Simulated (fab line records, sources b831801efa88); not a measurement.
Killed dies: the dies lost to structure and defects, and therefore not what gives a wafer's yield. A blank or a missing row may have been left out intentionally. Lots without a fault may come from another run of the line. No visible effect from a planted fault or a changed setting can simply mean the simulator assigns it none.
Chamber matching -- flow sfq line -- SFQ_TRILAYER_I1_CMP_CMP_046 on cmp-02 has 4 sister chambers
The step polishes SiO2. 14 wafers are shown with their chamber, then 7 later ones without.

== WAFERS PAIRED WITH THEIR CHAMBERS ==
wafer,chamber,motor current A (A),time to endpoint s (s),edge zone pressure frac
L852.4,0,10.3,212,1.002
L852.5,0,10.4,210,1.002
L852.6,1,10.9,217,0.992
L853.3,0,10.5,203,1.004
L853.4,1,10.7,216,1.000
L853.5,0,11.3,202,1.009
L864.4,1,11.1,213,0.999
L864.3,0,11.4,208,0.996
L864.6,2,9.9,217,1.010
L865.2,3,7.9,202,1.003
L865.5,3,7.7,208,0.994
L865.6,0,10.2,207,0.994
L868.4,1,10.9,204,1.003
L868.5,3,7.5,204,0.996

SIGNATURES (averages over the wafers above)
reading,chamber 0,chamber 1,chamber 2,chamber 3,scatter within a chamber
motor current A,10.683,10.900,9.900,7.700,0.393
time to endpoint s,207.00,212.50,217.00,204.67,4.47
edge zone pressure frac,1.00117,0.99850,1.01000,0.99767,0.00508
Rule: for a wafer and a chamber, the distance is found by dividing, reading by reading, the gap between the wafer's reading and the chamber's mean by the reading's scatter, squaring, summing and taking the root. If the next closest chamber is less than 2 further off than the closest, the wafer can't be placed; otherwise it belongs to the closest. The scatter is the square root of a quotient: the sum, over the shown wafers, of each reading's squared deviation from its chamber's mean, divided by wafers minus chambers.

== WAFERS WITHOUT THEIR CHAMBER ==
wafer,motor current A (A),time to endpoint s (s),edge zone pressure frac
L868.6,10.3,208,0.997
L870.1,7.8,212,0.994
L870.2,11.4,211,0.996
L870.4,10.3,229,0.991
L872.2,11.4,204,0.999
L872.3,7.9,217,0.994
L872.5,10.1,218,1.003

== WHICH CHAMBER EACH WENT THROUGH ==
wafer,from the rows above,in truth
L868.6,can't be placed: 0 or 1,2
L870.1,3,3
L870.2,can't be placed: 1 or 0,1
L870.4,can't be placed: 1 or 2 or 0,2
L872.2,can't be placed: 0 or 1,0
L872.3,3,3
L872.5,can't be placed: 2 or 1 or 0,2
Placed correctly: 2 of 7. Not placeable from these rows: 5 (in 4, the candidates include the true chamber). Number placed wrongly: 0.
